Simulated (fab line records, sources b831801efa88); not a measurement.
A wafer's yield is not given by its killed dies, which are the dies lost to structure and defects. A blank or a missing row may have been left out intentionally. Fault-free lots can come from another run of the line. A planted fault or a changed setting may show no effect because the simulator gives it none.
Comparing a struck lot with a sound one | flow sky130 | 17 out of 708 route steps
Sound: these wafers, L792.1, L792.4, L792.5. Wafers struck: L800.3, L800.4, L800.6. The cause is named last.
At each step with rows: each side's tool, then ch and its chambers, then its first start. Under that, the readings that differ: sound wafers | struck wafers | difference of the means | sigmas: that difference in standard deviations of wafers without a fault.
alike: words and numbers the same on both sides, and readings whose means are apart by under 2 such deviations; not compared: readings that were withheld, readings missing a value for some wafer, numbers with overlapping values and no deviation given by the record, and bounds like >300 which may hide the same value.
Wherever a step has rows on one side only, a row that says differs or no value, or a row with sigmas, the two part there. Non-overlapping numbers with no deviation appear without sigmas and do not part them. A reading that every wafer of one side lacks parts them only if that side has two wafers or more.

SKY_SONOS_ONO_OVL_MEAS_14:
  struck on overlay-02, day 18 15:09; sound on overlay-01, day 16 06:16
  alike: SONOS_ONO_OVL
SKY_SONOS_ONO_ETCH_15: etches the open film in CHF3/O2, target depth 19.52 nm, time 7.8 s.
  sound on rieDiel-01 ch 1,2, day 16 06:18; struck on rieDiel-01 ch 0,2, day 18 15:11
  alike: drypumpMotorCurrentA, oesProductAu, throttleValvePct
  not compared: rfHoursCounterH
then, 1 step without rows for these wafers: SKY_SONOS_ONO_WET_ETCH_16 (etches SiO2 in dHF, target depth 14 nm, time 280 s).
SKY_SONOS_ONO_STRIP_17: strips in O2/N2.
  sound on plasmaAsher-03 ch 0,1, day 16 06:25; struck on plasmaAsher-04 ch 0,1, day 18 15:20
reading                  | sound             | struck            | difference | sigmas
stripTimeToEndpointS (s) | 14.05 14.04 14.00 | 14.10 14.13 14.12 | +0.09      | +2
  alike: drypumpMotorCurrentA, oesProductAu
  not compared: rfHoursCounterH
then, 3 steps without rows for these wafers: SKY_SONOS_ONO_WET_ETCH_18 (etches Si3N4 in H3PO4, target depth 15 nm, time 172 s); SKY_GATE_OXIDE_CLEAN_00 (cleans in SC1/SC2, time 150 s); SKY_GATE_OXIDE_OXIDATION_01 (stabilise 600 s, purge 300 s, target thk 10.268 nm).
SKY_GATE_OXIDE_THK_MEAS_02:
  struck on filmMetro-01, day 18 17:08; sound on filmMetro-03, day 16 11:58
reading                          | sound            | struck            | difference | sigmas
GATE_OXIDE_OXIDATION_00_THK (nm) | 10.11 9.89 10.06 | 10.59 10.47 10.62 | +0.54      | +3
then, 4 steps without rows for these wafers: SKY_GATE_OXIDE_DEHYDRATE_03 (time 60 s); SKY_GATE_OXIDE_HMDS_04 (prime time 60 s); SKY_GATE_OXIDE_COAT_05 (resist thk 1140 nm); SKY_GATE_OXIDE_SOFTBAKE_06 (time 60 s).
SKY_GATE_OXIDE_EXPOSE_07: exposes mask LVOM, target cd 600 nm.
  sound on ilineStepper-01 ch 0, day 17 02:39; struck on ilineStepper-01 ch 0, day 19 09:16
reading                          | sound                | struck         | difference | sigmas
model.GATE_OXIDE.overlayXNm (nm) | 0.4788 0.4788 0.4788 | -117 -117 -117 | -117       | 
  alike: mask
then, 2 steps without rows for these wafers: SKY_GATE_OXIDE_PEB_08; SKY_GATE_OXIDE_DEVELOP_09 (develop time 60 s).
SKY_GATE_OXIDE_OVL_MEAS_10:
  struck on overlay-01, day 19 23:51; sound on overlay-02, day 17 16:04
reading             | sound        | struck               | difference | sigmas
GATE_OXIDE_OVL (nm) | 1.4 1.8 -0.3 | -116.5 -116.7 -116.5 | -117.5     | -99 or more
following that, these wafers have no rows for 1 step: SKY_GATE_OXIDE_IMPLANT_11.

== WHERE THEY PART ==
At SKY_SONOS_ONO_STRIP_17 first; at SKY_GATE_OXIDE_OVL_MEAS_10 last (within this record only).

WHY: what had been put in by the simulator
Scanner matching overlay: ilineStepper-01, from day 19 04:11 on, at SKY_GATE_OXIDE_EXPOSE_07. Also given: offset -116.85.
